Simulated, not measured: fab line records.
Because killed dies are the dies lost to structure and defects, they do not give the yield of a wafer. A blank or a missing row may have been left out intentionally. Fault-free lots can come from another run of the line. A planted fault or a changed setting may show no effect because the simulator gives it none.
The same fault as seen by 2 desks / flow gf180mcu / only its own numbers are on each desk; what lay behind them is given at the end

DESK OF THE TOOL OWNER: pecvd-03
The tool's own readings at GF_V4_CVD_02 (deposits SiO2 from TEOS, target thk 850 nm, time 94.851 s): means of the sampled wafers that have a number, for each lot that ran on this tool. The brackets show how far a lot's mean lies from the usual mean; more than 4 standard deviations puts the lot out of limits, marked OUT.
Columns: A = heaterPowerW at GF_V4_CVD_02, usual 609 W
lot=L466; first seen here=day 23 10:34; A=633
lot=L468; first seen here=day 24 05:05; A=580
lot=L469; first seen here=day 24 10:02; A=599
lot=L470; first seen here=day 24 16:26; A=621
lot=L482; first seen here=day 28 19:25; A=626
lot=L487; first seen here=day 30 07:53; A=677
lot=L488; first seen here=day 31 03:16; A=598
Result from this desk: across the 7 lots, nothing is out of limits.

METROLOGY DESK
Lot by lot, what the gauges showed, no matter which tool ran the lot: averages of those sampled wafers that carry a number. The brackets show how far a lot's mean lies from the usual mean; more than 4 standard deviations puts the lot out of limits, marked OUT.
Columns: A = V4_CVD_02_THK at GF_V4_THK_MEAS_03, usual 851 nm; B = V4_BOW at GF_V4_BOW_MEAS_05, usual 135 um
lot=L466; first seen here=day 23 10:39; A=852; B=139
lot=L468; first seen here=day 24 05:11; A=848; B=138
lot=L469; first seen here=day 24 10:07; A=734 (-12) OUT; B=132
lot=L470; first seen here=day 24 16:32; A=744 (-11) OUT; B=152
lot=L479; first seen here=day 28 05:43; A=858; B=137
lot=L480; first seen here=day 28 06:23; A=850; B=141
lot=L481; first seen here=day 28 09:35; A=845; B=127
lot=L482; first seen here=day 28 19:29; A=856; B=140
lot=L483; first seen here=day 29 04:02; A=855; B=132
lot=L487; first seen here=day 30 07:58; A=848; B=134
lot=L486; first seen here=day 30 08:28; A=859; B=128
lot=L488; first seen here=day 31 03:20; A=855; B=133
Finding of this desk: L469, L470 out of limits, first seen on L469 at day 24 10:07 (V4_CVD_02_THK at GF_V4_THK_MEAS_03). In limits: L466, L468, L479, L480, L481, L482, L483, L487, L486, L488.

BROUGHT TOGETHER
An alarm was possible from the metrology desk at day 24 10:07, on L469, L470.
The tool owner's desk saw nothing out of limits.
On record at the tool owner's desk: L469, L470, within its limits.
The lots listed all ran GF_V4_CVD_02 on pecvd-03.

WHAT THE SIMULATOR HAD INSERTED
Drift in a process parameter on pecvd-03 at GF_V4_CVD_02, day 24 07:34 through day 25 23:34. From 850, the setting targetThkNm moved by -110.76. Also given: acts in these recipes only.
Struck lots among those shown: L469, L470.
Delay in hours, fault start to first out-of-limits reading, per desk: metrology desk 3.
